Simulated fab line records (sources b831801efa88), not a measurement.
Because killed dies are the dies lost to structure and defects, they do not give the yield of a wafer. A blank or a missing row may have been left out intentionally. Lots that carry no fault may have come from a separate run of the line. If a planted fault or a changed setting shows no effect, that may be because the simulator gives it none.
2 desks looking at one fault | flow sky130 | each desk has only its own numbers; what lay behind them comes last

== AT THE TOOL OWNER'S DESK: rie metal-03 ==
The tool's own readings at SKY_METAL1_METAL_ETCH_19 (etches the open film in Cl2/BCl3, stops on SiO2, target depth 360 nm, time 78 s): means of the sampled wafers that have a number, for each lot that ran on this tool. If a lot's mean is further than 4 standard deviations from the usual mean, the lot is out of limits and carries the mark OUT (the distance appears in the brackets).
Columns: A = bcl3 flow sccm at SKY_METAL1_METAL_ETCH_19, usual 29.99 sccm; B = drypump motor current A at SKY_METAL1_METAL_ETCH_19, usual 5.88 A; C = oes product au at SKY_METAL1_METAL_ETCH_19, usual 0.856 a.u.; D = run length s at SKY_METAL1_METAL_ETCH_19, usual 106.1 s; E = throttle valve pct at SKY_METAL1_METAL_ETCH_19, usual 22.264 %
lot  | first seen here | A     | B    | C     | D     | E
L634 | day 35 11:25    | 29.98 | 5.97 | 0.857 | 105.7 | 22.261
L639 | day 36 17:55    | 29.88 | 6.10 | 0.851 | 106.0 | 22.257
L647 | day 39 03:19    | 29.97 | 5.97 | 0.848 | 107.3 | 22.270
Result from this desk: across the 3 lots, nothing is out of limits.

== AT THE METROLOGY DESK ==
What the gauges read for every lot (on any tool): the sampled wafers with a number, averaged. If a lot's mean is further than 4 standard deviations from the usual mean, the lot is out of limits and carries the mark OUT (the distance appears in the brackets).
Columns: A = cd nm at SKY_METAL1_CD_MEAS_15, usual 140.1 nm; B = METAL1_OVL at SKY_METAL1_OVL_MEAS_16, usual -2 nm
lot  | first seen here | A     | B
L634 | day 35 11:10    | 138.4 | 1
L639 | day 36 17:34    | 140.0 | -10
L647 | day 39 03:04    | 140.5 | 4
L648 | day 39 10:59    | 142.3 | -3
L651 | day 40 08:02    | 140.8 | -3
Result from this desk: across the 5 lots, nothing is out of limits.

== PUT TOGETHER ==
Nothing out of limits was seen by the tool owner's desk.
Metrology desk: nothing out of limits seen.

== WHAT THE SIMULATOR HAD INSERTED ==
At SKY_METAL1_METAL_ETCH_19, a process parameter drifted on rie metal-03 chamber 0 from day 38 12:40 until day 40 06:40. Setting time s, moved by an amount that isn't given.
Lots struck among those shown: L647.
